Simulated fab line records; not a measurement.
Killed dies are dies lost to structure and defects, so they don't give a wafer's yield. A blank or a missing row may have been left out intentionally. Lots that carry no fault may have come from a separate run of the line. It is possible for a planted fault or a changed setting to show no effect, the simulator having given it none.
Matching of chambers -- flow sky130 -- SKY_PAD_OPEN_ETCH_07 on rie_diel-03 has 4 sister chambers
The step etches the open film in CF4/O2, stops on AlCu, target depth 725 nm, time 161.1 s. 8 wafers are shown with their chamber, then 8 later ones without.

WAFERS WITH THEIR CHAMBER
wafer,chamber,drypump_motor_current_A (A),cf4_flow_sccm (sccm)
L076.3,1,6.2,79.89
L078.1,2,5.7,80.27
L078.2,0,5.1,80.07
L078.5,0,5.1,79.90
L079.1,1,6.3,80.08
L079.2,3,5.6,80.01
L079.3,2,5.7,80.23
L087.3,3,5.6,80.05

WAFERS WHOSE CHAMBER IS MISSING
wafer,drypump_motor_current_A (A),cf4_flow_sccm (sccm)
L087.4,5.1,80.08
L087.6,6.3,80.06
L090.1,6.2,80.12
L090.3,6.2,80.07
L090.5,5.1,79.72
L096.1,5.7,80.09
L096.3,6.3,79.92
L096.5,5.7,80.04

CHAMBER TAKEN BY EACH
wafer,from the rows above,in truth
L087.4,0,0
L087.6,1,1
L090.1,1,1
L090.3,1,1
L090.5,0,0
L096.1,can't be placed: 2 or 3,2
L096.3,1,1
L096.5,can't be placed: 2 or 3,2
Placed correctly: 6 of 8. Cannot be placed on the basis of these rows: 2; the candidates contain the true chamber in 2. Number placed wrongly: 0.
How it was worked out, from the rows above alone: a wafer's distance from a chamber is the root of the sum, over the readings, of the square of ((its reading less the chamber's mean) divided by the reading's scatter). The wafer belongs to the nearest chamber; if the next one is less than 2 further off, it can't be placed. The mean given for a chamber averages the wafers shown for that chamber. How the scatter is found: for the shown wafers, subtract from each reading the mean of its chamber, square and add these, divide the total by (wafers less chambers), then take the root.
